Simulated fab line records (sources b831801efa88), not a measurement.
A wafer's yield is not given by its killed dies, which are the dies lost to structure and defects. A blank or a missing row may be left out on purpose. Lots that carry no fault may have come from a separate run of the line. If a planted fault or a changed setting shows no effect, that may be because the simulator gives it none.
8D (eight disciplines) problem report, filled in by code    flow gf180mcu    the parts of the form that need people (team, actions taken, sign-off) are left out

== 1. THE PROBLEM ==
M1_ALCU_RS at GF_M1_RS_MEAS_05 reads a mean of 0.1408 ohm/sq on 2 wafers of 2 lots; wafers without a fault read 0.0697 ohm/sq with a standard deviation of 0.00074. That puts it +96 standard deviations away from the usual mean.
The step: measures by four-point-probe.
Earliest sighting: wafer L187.2 on film-metro-02 at day 20 07:29. The record holds 30 wafers of 10 lots with a number at this step. Rule for "out" (also "out of limits"): further than 4 standard deviations from the usual mean. The rest of the wafers with a number are treated as sound.

== 2. WHAT IT IS, WHAT IT ISN'T ==
question                     is                 is not
which readings at this step  M1_ALCU_RS         -
which lots                   L187, L189         L180, L181, L183, L184, L193, L198, L199, L200
which wafers of those lots   L187.2, L189.1     L187.4, L187.6, L189.4, L189.5
read on which gauges         film-metro-02      film-metro-01, film-metro-03
when                         from day 20 07:29  up to then (14 sound wafers); but 14 sound wafers of L189, L193, L198, L199, L200 came after

== 3. THE SUSPECTS, EACH WITH WHAT RULES IT OUT ==
Counting: any tool at a process step up to the reading remains a suspect provided it ran every lot that is out. Sound lots after the first of them don't rule it out here, since some wafers of a struck lot are sound.
- ruled out: the gauge at GF_M1_RS_MEAS_05. All the wafers that are out were read on film-metro-02, but those of them that GF_M1_METAL_ETCH_16 has rows for are out there too, on other tools.
- rie-diel-03 at GF_CONTACT_ETCH_16 (etches BARC in N2/H2): kept. Every lot that is out went through it, the first being L187 (day 20 06:06); the last sound lot it ran before that was L184 (day 18 08:46).
- pvd-sputter-03 at GF_M1_SPUTTER_01 (material TiN, target thk 30 nm, time 25 s): kept. Every lot that is out went through it, the first being L187 (day 20 07:21); the last sound lot it ran before that was L180 (day 16 22:54).
- pvd-sputter-03 at GF_M1_SPUTTER_02 (material AlCu, target thk 450 nm, time 23.9 s): kept. Every lot that is out went through it, the first being L187 (day 20 07:23); the last sound lot it ran before that was L180 (day 16 22:56).
Still standing after the count: rie-diel-03 at GF_CONTACT_ETCH_16, pvd-sputter-03 at GF_M1_SPUTTER_01, pvd-sputter-03 at GF_M1_SPUTTER_02.

== 4. THE CAUSE (what the simulator had put in) ==
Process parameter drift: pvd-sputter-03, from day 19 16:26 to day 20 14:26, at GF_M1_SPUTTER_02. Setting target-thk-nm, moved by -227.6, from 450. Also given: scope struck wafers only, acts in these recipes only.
3 suspects survive the count, and this tool is in that group.

== 5. SEQUENCE OF EFFECTS, ordered by route ==
One row per reading whose mean, taken over the struck wafers that have a number, lies over 3 standard deviations from the usual. Readings are gone through only where the record gives a usual standard deviation; hours: the median, over the lots, of the time from a lot's start at the first step in this table giving one to that lot's start at this step; sigmas: the change measured in usual standard deviations.
hours  step                 reading             usual          on struck wafers  change   sigmas
0      GF_M1_RS_MEAS_05     M1_ALCU_RS          0.0697 ohm/sq  0.1408            +0.0711  +96
5      GF_M1_THK_MEAS_06    M1_ALCU_THK         452 nm         227               -225     -42
24     GF_M1_METAL_ETCH_16  oes-product-au      0.971 a.u.     0.756             -0.215   -34
24     GF_M1_METAL_ETCH_16  throttle-valve-pct  28.253 %       28.484            +0.231   +23
Its process steps:
- GF_M1_METAL_ETCH_16: etches the open film in Cl2/BCl3, stops on SiO2, target depth 627.5 nm, time 104.6 s.

== 6. WHAT WOULD HAVE CAUGHT IT SOONER ==
The first out-of-limits reading at a measuring or inspecting step in this record came at day 20 07:29, 15 hours after the fault's start at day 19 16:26.
Of the tool readings at GF_M1_SPUTTER_02 for which the record gives a usual standard deviation, none was out on any struck wafer, so an alarm limit of 4 standard deviations on them would not have fired.
L189, from the lots that are out (2), started GF_M1_SPUTTER_02 on pvd-sputter-03 later than day 20 07:29. Holding the tool at that time would have saved it.
